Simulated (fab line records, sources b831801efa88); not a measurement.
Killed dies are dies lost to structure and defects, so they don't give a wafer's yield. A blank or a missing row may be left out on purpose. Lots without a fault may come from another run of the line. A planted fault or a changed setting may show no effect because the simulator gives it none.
Which tool did it? | flow gf180mcu | 11 lots, 33 wafers sampled, at 6 steps of a route of 602

WHAT THE GAUGES READ, wafer by wafer
GF_PSD_RS_MEAS_14: measures by four-point-probe. Usual: NSD_RS 46.22 ohm/sq, standard deviation 0.086.
lot  | measured     | on            | NSD_RS (ohm/sq)   | flag
L501 | day 14 07:01 | film_metro-04 | 46.15 46.23 46.14 |
L502 | day 14 15:23 | film_metro-03 | 46.27 46.21 46.26 |
L503 | day 14 18:27 | film_metro-04 | 46.23 46.21 46.25 |
L507 | day 16 04:18 | film_metro-01 | 46.28 46.29 46.16 |
L510 | day 17 10:42 | film_metro-01 | 46.26 41.19 41.06 | OFF
L518 | day 20 04:10 | film_metro-01 | 46.03 46.17 46.18 |
L519 | day 20 11:43 | film_metro-04 | 46.16 46.22 46.16 |
L520 | day 20 20:32 | film_metro-03 | 46.19 46.23 46.18 |
L521 | day 21 10:56 | film_metro-01 | 46.15 46.30 46.26 |
L523 | day 21 17:34 | film_metro-01 | 46.10 46.02 45.93 |
L524 | day 22 05:22 | film_metro-01 | 46.23 46.24 46.08 |

GF_PSD_RS_MEAS_15: measures by four-point-probe. Usual: PSD_RS 108.81 ohm/sq, standard deviation 0.26.
lot  | measured     | on            | PSD_RS (ohm/sq)      | flag
L501 | day 14 07:08 | film_metro-04 | 108.51 108.92 108.61 |
L502 | day 14 15:30 | film_metro-03 | 109.07 108.88 108.70 |
L503 | day 14 18:34 | film_metro-04 | 108.34 108.62 108.39 |
L507 | day 16 04:25 | film_metro-01 | 108.79 109.14 108.71 |
L510 | day 17 10:49 | film_metro-01 | 108.91 100.14 100.08 | OFF
L518 | day 20 04:17 | film_metro-01 | 108.92 108.95 108.96 |
L519 | day 20 11:50 | film_metro-04 | 108.38 108.35 108.48 |
L520 | day 20 20:39 | film_metro-03 | 108.25 108.55 108.49 |
L521 | day 21 11:04 | film_metro-01 | 108.81 108.71 109.07 |
L523 | day 21 17:41 | film_metro-01 | 108.40 108.43 108.31 |
L524 | day 22 05:29 | film_metro-01 | 108.89 109.06 109.19 |

GF_CONTACT_BOW_MEAS_05. Usual: CONTACT_BOW 64 um, standard deviation 7.1.
lot  | measured     | on            | CONTACT_BOW (um) | flag
L501 | day 15 05:32 | film_metro-03 | 62 58 61         |
L502 | day 15 14:15 | film_metro-03 | 61 59 72         |
L503 | day 15 17:07 | film_metro-03 | 62 62 59         |
L507 | day 17 04:36 | film_metro-04 | 70 61 58         |
L510 | day 18 11:32 | film_metro-04 | 54 62 83         |
L518 | day 21 05:47 | film_metro-02 | 57 80 78         |
L519 | day 21 13:10 | film_metro-02 | 57 66 59         |
L520 | day 21 21:55 | film_metro-03 | 71 64 56         |
L521 | day 22 12:29 | film_metro-02 | 61 69 55         |
L523 | day 22 18:30 | film_metro-03 | 58 58 62         |
L524 | day 23 06:16 | film_metro-02 | 62 76 71         |

WHICH TOOL RAN EACH LOT (tool, then ch and the chambers of the sampled wafers, then the start)
lot  | GF_HV_LDD_RTA_52                 | GF_PSD_RTA_13                    | GF_SAB_STRIP_13
L501 | rtp_anneal-02 ch 0, day 12 11:04 | rtp_anneal-01 ch 0, day 14 06:56 | plasma_asher-01 ch 0,1, day 15 04:16
L502 | rtp_anneal-02 ch 0, day 12 18:14 | rtp_anneal-01 ch 0, day 14 15:17 | plasma_asher-01 ch 0,1, day 15 13:00
L503 | rtp_anneal-01 ch 0, day 12 21:43 | rtp_anneal-02 ch 0, day 14 18:22 | plasma_asher-04 ch 0,1, day 15 15:49
L507 | rtp_anneal-02 ch 0, day 14 04:51 | rtp_anneal-01 ch 0, day 16 04:13 | plasma_asher-01 ch 0,1, day 17 03:14
L510 | rtp_anneal-02 ch 0, day 15 08:58 | rtp_anneal-01 ch 0, day 17 10:37 | plasma_asher-01 ch 0,1, day 18 10:07
L518 | rtp_anneal-02 ch 0, day 18 00:44 | rtp_anneal-02 ch 0, day 20 04:04 | plasma_asher-01 ch 0,1, day 21 04:32
L519 | rtp_anneal-01 ch 0, day 18 07:19 | rtp_anneal-01 ch 0, day 20 11:38 | plasma_asher-04 ch 0,1, day 21 11:53
L520 | rtp_anneal-01 ch 0, day 18 16:01 | rtp_anneal-01 ch 0, day 20 20:27 | plasma_asher-04 ch 0,1, day 21 20:40
L521 | rtp_anneal-01 ch 0, day 19 06:53 | rtp_anneal-01 ch 0, day 21 10:51 | plasma_asher-01 ch 0,1, day 22 11:14
L523 | rtp_anneal-01 ch 0, day 19 14:10 | rtp_anneal-01 ch 0, day 21 17:28 | plasma_asher-02 ch 0,1, day 22 17:11
L524 | rtp_anneal-01 ch 0, day 20 03:27 | rtp_anneal-02 ch 0, day 22 05:17 | plasma_asher-02 ch 0,1, day 23 04:55
- GF_HV_LDD_RTA_52: time 10 s.
- GF_PSD_RTA_13: time 20 s.
- GF_SAB_STRIP_13: strips in O2/N2.

WHAT THE TOOLS THEMSELVES READ (means of the sampled wafers that have a number; where no wafer has one, the mark that the record gives instead)
GF_HV_LDD_RTA_52. Usual: anneal_temp_c_max 1004.8, standard deviation 2; lamp_power_pct 36.2 %, standard deviation 1; wafer_temp_C_max 1005.4, standard deviation 1.1.
lot  | tool          | anneal_temp_c_max | lamp_power_pct (%) | wafer_temp_C_max | flag
L501 | rtp_anneal-02 | 1007.4            | 35.1               | 1006.0           |
L502 | rtp_anneal-02 | 1007.5            | 35.1               | 1005.4           |
L503 | rtp_anneal-01 | 1002.6            | 37.1               | 1004.7           |
L507 | rtp_anneal-02 | 1006.4            | 35.1               | 1004.8           |
L510 | rtp_anneal-02 | 1006.7            | 35.1               | 1005.4           |
L518 | rtp_anneal-02 | 1007.0            | 35.2               | 1004.2           |
L519 | rtp_anneal-01 | 1002.7            | 37.1               | 1006.1           |
L520 | rtp_anneal-01 | 1002.6            | 37.1               | 1005.5           |
L521 | rtp_anneal-01 | 1003.1            | 37.1               | 1007.1           |
L523 | rtp_anneal-01 | 1003.1            | 37.2               | 1006.7           |
L524 | rtp_anneal-01 | 1003.3            | 37.2               | 1006.3           |

GF_PSD_RTA_13. Usual: anneal_temp_c_max 1030.1, standard deviation 2.2; lamp_power_pct 37.5 %, standard deviation 1; run_length_s 49.00 s, standard deviation 0.28; wafer_temp_C_max 1030.6, standard deviation 1.2.
lot  | tool          | anneal_temp_c_max | lamp_power_pct (%) | run_length_s (s) | wafer_temp_C_max | flag
L501 | rtp_anneal-01 | 1028.1            | 38.5               | 48.69            | 1030.6           |
L502 | rtp_anneal-01 | 1028.4            | 38.5               | 48.83            | 1031.4           |
L503 | rtp_anneal-02 | 1032.8            | 36.5               | 49.13            | 1029.7           |
L507 | rtp_anneal-01 | 1028.8            | 38.5               | 48.66            | 1029.8           |
L510 | rtp_anneal-01 | 1028.6            | 38.5               | 69.53            | 1031.6           | OFF
L518 | rtp_anneal-02 | 1031.6            | 36.5               | 49.14            | 1030.5           |
L519 | rtp_anneal-01 | 1027.6            | 38.6               | 48.80            | 1030.6           |
L520 | rtp_anneal-01 | 1028.0            | 38.6               | 48.74            | 1030.3           |
L521 | rtp_anneal-01 | 1028.3            | 38.5               | 48.76            | 1030.0           |
L523 | rtp_anneal-01 | 1028.0            | 38.5               | 48.65            | 1030.6           |
L524 | rtp_anneal-02 | 1030.9            | 36.5               | 49.25            | 1030.0           |

GF_SAB_STRIP_13. Usual: drypump_motor_current_A 5.6 A, standard deviation 0.33; heater_power_w 351 W, standard deviation 28; oes_product_au 0.710 a.u., standard deviation 0.0045; strip_time_to_endpoint_s 12.60 s, standard deviation 0.035.
lot  | tool            | drypump_motor_current_A (A) | heater_power_w (W) | oes_product_au (a.u.) | strip_time_to_endpoint_s (s) | flag
L501 | plasma_asher-01 | 5.7                         | 334                | 0.710                 | 12.61                        |
L502 | plasma_asher-01 | 5.7                         | 335                | 0.705                 | 12.61                        |
L503 | plasma_asher-04 | 5.2                         | 354                | 0.708                 | 12.58                        |
L507 | plasma_asher-01 | 5.7                         | 337                | 0.709                 | 12.59                        |
L510 | plasma_asher-01 | 5.7                         | 339                | 0.710                 | 12.60                        |
L518 | plasma_asher-01 | 5.7                         | 363                | 0.710                 | 12.56                        |
L519 | plasma_asher-04 | 5.2                         | 349                | 0.710                 | 12.62                        |
L520 | plasma_asher-04 | 5.5                         | 369                | 0.712                 | 12.56                        |
L521 | plasma_asher-01 | 5.7                         | 367                | 0.710                 | 12.57                        |
L523 | plasma_asher-02 | 5.8                         | 351                | 0.708                 | 12.56                        |
L524 | plasma_asher-02 | 5.7                         | 338                | 0.709                 | 12.62                        |

THE ANSWER, worked out from the rows above alone
Rule: a lot is off if the mean of its wafers that have a number lies more than 3 standard deviations from the usual mean. A lot without any number at a reading at which 4 lots or more have one is off too. The other lots that the step has rows for count as sound. The gauges are gone through in route order, then the tools' own readings, and for those a lot's mean is taken as printed above. The first step at which some lot is off is used, and at that step the reading that is off furthest; a lot without a number counts as furthest.
Off: L510, at GF_PSD_RS_MEAS_14 (NSD_RS).
A tool fits if, at a process step before that reading, it ran every lot that is off, and no sound lot after the first of them. The gauges at GF_PSD_RS_MEAS_14 aren't tried: what is off there is off at GF_PSD_RTA_13 too, on other tools, and a gauge's error can't cause that. None of those tried fits.

WHAT THE SIMULATOR HAD PUT IN
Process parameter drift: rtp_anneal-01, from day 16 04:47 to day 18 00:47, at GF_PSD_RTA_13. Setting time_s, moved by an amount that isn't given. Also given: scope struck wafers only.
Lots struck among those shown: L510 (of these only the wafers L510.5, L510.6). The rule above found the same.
